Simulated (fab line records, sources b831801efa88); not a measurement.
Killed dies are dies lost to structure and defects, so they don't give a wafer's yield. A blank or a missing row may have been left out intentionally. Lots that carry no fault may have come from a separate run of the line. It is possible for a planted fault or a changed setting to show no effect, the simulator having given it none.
A struck lot beside a sound one    flow sky130    43 out of 708 route steps
Sound: wafers L479.1, L479.2, L479.5. Wafers struck: L494.3, L494.5, L494.6. At the end, the cause is stated.
At each step with rows: each side's tool, then ch and its chambers, then its first start. Under that, the readings that differ: sound wafers    struck wafers    difference of the means    sigmas: that difference in standard deviations of wafers without a fault.
alike: same words and numbers on both sides, and readings whose means sit less than 2 such deviations apart. not compared: any withheld reading, any reading some wafer has no value for, any bound like >300 that may hide the same value, and any number with overlapping values for which the record gives no deviation.
Wherever a step has rows on one side only, a row that says differs or no value, or a row with sigmas, the two part there. Numbers that have no deviation but don't overlap get no sigmas and don't part them. Lack of a reading on every wafer of one side parts them only where that side has two or more wafers.

first, 6 steps without rows for these wafers: SKY_SONOS_ONO_HMDS_07 (prime time 60 s); SKY_SONOS_ONO_COAT_08 (resist thk 1140 nm); SKY_SONOS_ONO_SOFTBAKE_09 (time 60 s); SKY_SONOS_ONO_EXPOSE_10 (exposes mask ONOM, target cd 410 nm); SKY_SONOS_ONO_PEB_11; SKY_SONOS_ONO_DEVELOP_12 (develop time 60 s).
SKY_SONOS_ONO_CD_MEAS_13: target cd 410 nm.
  sound: cd-sem-01 at day 12 12:35; struck: cd-sem-02 at day 17 16:05
  alike: cd-nm
SKY_SONOS_ONO_OVL_MEAS_14:
  sound: overlay-02 at day 12 12:42; struck: overlay-01 at day 17 16:10
reading             sound           struck       difference  sigmas
SONOS_ONO_OVL (nm)  -0.4 -3.3 -1.5  1.1 1.1 2.0  +3.1        +2
SKY_SONOS_ONO_ETCH_15: etches the open film in CHF3/O2, target depth 19.52 nm, time 7.8 s.
  sound on rie-diel-03 ch 2,3, day 12 12:44; struck on rie-diel-01 ch 1,2, day 17 16:12
  alike: drypump-motor-current-A, oes-product-au, throttle-valve-pct
  not compared: rf-hours-counter-h
then, 1 step without rows for these wafers: SKY_SONOS_ONO_WET_ETCH_16 (etches SiO2 in dHF, target depth 14 nm, time 280 s).
SKY_SONOS_ONO_STRIP_17: strips in O2/N2.
  sound on plasma-asher-02 ch 0,1, day 12 12:50; struck on plasma-asher-02 ch 0,1, day 17 16:20
  alike: drypump-motor-current-A, oes-product-au, strip-time-to-endpoint-s
  not compared: rf-hours-counter-h
then, 1 step without rows for these wafers: SKY_SONOS_ONO_WET_ETCH_18 (etches Si3N4 in H3PO4, target depth 15 nm, time 172 s).
SKY_GATE_OXIDE_CLEAN_00: cleans in SC1/SC2, time 150 s.
  sound on wet-bench-01 ch 3, day 12 12:59; struck on wet-bench-03 ch 1, day 17 16:28
then, 1 step without rows for these wafers: SKY_GATE_OXIDE_OXIDATION_01 (stabilise 600 s, purge 300 s, target thk 10.268 nm).
SKY_GATE_OXIDE_THK_MEAS_02:
  sound: film-metro-03 at day 12 18:07; struck: film-metro-04 at day 17 17:56
  alike: GATE_OXIDE_OXIDATION_00_THK
then, 7 steps without rows for these wafers: SKY_GATE_OXIDE_DEHYDRATE_03 (time 60 s); SKY_GATE_OXIDE_HMDS_04 (prime time 60 s); SKY_GATE_OXIDE_COAT_05 (resist thk 1140 nm); SKY_GATE_OXIDE_SOFTBAKE_06 (time 60 s); SKY_GATE_OXIDE_EXPOSE_07 (exposes mask LVOM, target cd 600 nm); SKY_GATE_OXIDE_PEB_08; SKY_GATE_OXIDE_DEVELOP_09 (develop time 60 s).
SKY_GATE_OXIDE_OVL_MEAS_10:
  sound: overlay-01 at day 13 18:44; struck: overlay-02 at day 18 22:55
  alike: GATE_OXIDE_OVL
then, 2 steps without rows for these wafers: SKY_GATE_OXIDE_IMPLANT_11; SKY_GATE_OXIDE_WET_ETCH_12 (etches SiO2 in dHF, target depth 16.8 nm, time 344.7 s).
SKY_GATE_OXIDE_STRIP_13: strips in O2/N2.
  sound on plasma-asher-04 ch 0,1, day 13 19:01; struck on plasma-asher-01 ch 0,1, day 18 23:14
reading                      sound        struck       difference  sigmas
drypump-motor-current-A (A)  6.6 5.8 6.6  4.9 5.2 4.9  -1.3        -2
  alike: oes-product-au, strip-time-to-endpoint-s
  not compared: rf-hours-counter-h
SKY_GATE_OXIDE_TW_MEAS_14:
  sound: film-metro-02 at day 13 19:07; struck: film-metro-03 at day 18 23:19
  alike: GATE_OXIDE_TW
then, 3 steps without rows for these wafers: SKY_GATE_OXIDE_CLEAN_15 (cleans in SC1/SC2, time 150 s); SKY_GATE_OXIDE_OXIDATION_16 (stabilise 600 s, purge 300 s, target thk 3.57 nm); SKY_POLY_GATE_CVD_00 (deposits poly-Si, target thk 180 nm, time 720 s).
SKY_POLY_GATE_THK_MEAS_01:
  sound: film-metro-04 at day 13 21:58; struck: film-metro-01 at day 19 03:15
  alike: POLY_GATE_CVD_00_THK
then, 8 steps without rows for these wafers: SKY_RES_PROTECT_DEHYDRATE_00 (time 60 s); SKY_RES_PROTECT_HMDS_01 (prime time 60 s); SKY_RES_PROTECT_COAT_02 (resist thk 1140 nm); SKY_RES_PROTECT_SOFTBAKE_03 (time 60 s); SKY_RES_PROTECT_EXPOSE_04 (exposes mask RPM, target cd 1270 nm); SKY_RES_PROTECT_PEB_05; SKY_RES_PROTECT_DEVELOP_06 (develop time 61.77 s); SKY_POLY_GATE_IMPLANT_02.
SKY_RES_PROTECT_STRIP_07: strips in O2/N2.
  sound on plasma-asher-04 ch 0,1, day 15 00:11; struck on plasma-asher-04 ch 0,1, day 20 10:19
  alike: drypump-motor-current-A, oes-product-au, strip-time-to-endpoint-s
  not compared: rf-hours-counter-h
SKY_RES_PROTECT_TW_MEAS_08:
  sound: film-metro-04 at day 15 00:17; struck: film-metro-01 at day 20 10:24
reading       sound           struck          difference  sigmas
POLY_GATE_TW  4019 4012 4008  4071 4085 4090  +69         +3
then, 1 step without rows for these wafers: SKY_RES_PROTECT_CLEAN_09 (cleans in SC1/SC2, time 150 s).
-- the record jumps here: 29 days lie between the struck wafers' starts before and after (it left off in module RES_PROTECT and takes up again in module PAD_OPEN, whose first step shown is number 708 of the route) --
SKY_PAD_OPEN_PROBE_99:
  sound: prober-01 at day 46 07:16; struck: prober-02 at day 49 13:04
reading                                          sound                 struck                difference  sigmas
model.etest.diode-nwell-sub.leak-log10-a-cm2     -7.189 -7.22 -7.592   -7.007 -7.073 -6.661  +0.420      
model.etest.diode-dnwell-sub.leak-log10-a-cm2    -7.517 -7.015 -7.3    -6.88 -6.688 -6.838   +0.48       
model.etest.diode-pwell-dnwell.leak-log10-a-cm2  -7.412 -7.593 -7.668  -7.08 -7.054 -6.902   +0.55       
model.etest.pfet_16v.off-log10-a-um              -13.9 -13.91 -13.96   -13.77 -13.8 -13.65   +0.18       
  alike: killed_at_M0_to_M3, killed_at_M4_up, killed-at-contacts, killed-at-front-end, killed-at-other, killed-dies, killed-open, killed-short
  not compared: model.etest.cap-thick-oxide.gate-bv-v, model.etest.nfet_16v.off-log10-a-um

WHERE THEY PART
Earliest at SKY_SONOS_ONO_OVL_MEAS_14; latest, in this record, at SKY_RES_PROTECT_TW_MEAS_08. Later steps at which nothing parts them and some readings are alike: SKY_PAD_OPEN_PROBE_99.

WHY: whatever the simulator had introduced
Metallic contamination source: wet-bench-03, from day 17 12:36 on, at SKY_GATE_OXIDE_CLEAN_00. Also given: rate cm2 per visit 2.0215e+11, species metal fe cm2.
